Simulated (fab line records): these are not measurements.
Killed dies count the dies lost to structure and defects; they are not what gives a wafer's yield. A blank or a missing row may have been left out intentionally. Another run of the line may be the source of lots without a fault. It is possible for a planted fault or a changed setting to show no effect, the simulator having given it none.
The tool behind it: which one? ; flow sky130 ; at 1 step of a route of 708, 6 lots with 18 wafers sampled

== WHAT THE GAUGES READ, wafer by wafer ==
SKY_GATE_OXIDE_THK_MEAS_02.
lot;measured;on;GATE_OXIDE_OXIDATION_00_THK (nm)
L318;day 13 02:05;filmMetro-02;10.29 10.48 10.28
L320;day 14 02:34;filmMetro-02;10.19 10.09 10.14
L322;day 14 12:38;filmMetro-02;9.90 10.09 9.96
L332;day 17 20:25;filmMetro-04;10.31 10.50 10.51
L336;day 19 09:16;filmMetro-01;10.55 10.32 10.29
L338;day 20 01:45;filmMetro-01;9.78 10.02 10.05

== EACH LOT AND THE TOOL THAT RAN IT (in order: tool; ch and the chambers of the sampled wafers; start) ==
Before these readings, the record contains no process step.

== THE ANSWER, worked out from the rows above alone ==
Rule: usual is defined by the lots themselves. Put in order of their means at a reading, lots are off if they are a third of the lots or fewer, leave a main group of 4 or more, and stand apart from it by a gap of 3 or more times the standard deviation of the main group's means; of several such gaps the widest counts. The tables above print the reading to a certain number of digits; a main group whose means all agree to those digits is not used. A lot without any number at a reading at which 4 lots or more have one is off too. Any other lot the step has rows for is counted as sound.
Nothing can be told from this: no lot is off at any reading shown.

== WHAT HAD BEEN PUT IN BY THE SIMULATOR ==
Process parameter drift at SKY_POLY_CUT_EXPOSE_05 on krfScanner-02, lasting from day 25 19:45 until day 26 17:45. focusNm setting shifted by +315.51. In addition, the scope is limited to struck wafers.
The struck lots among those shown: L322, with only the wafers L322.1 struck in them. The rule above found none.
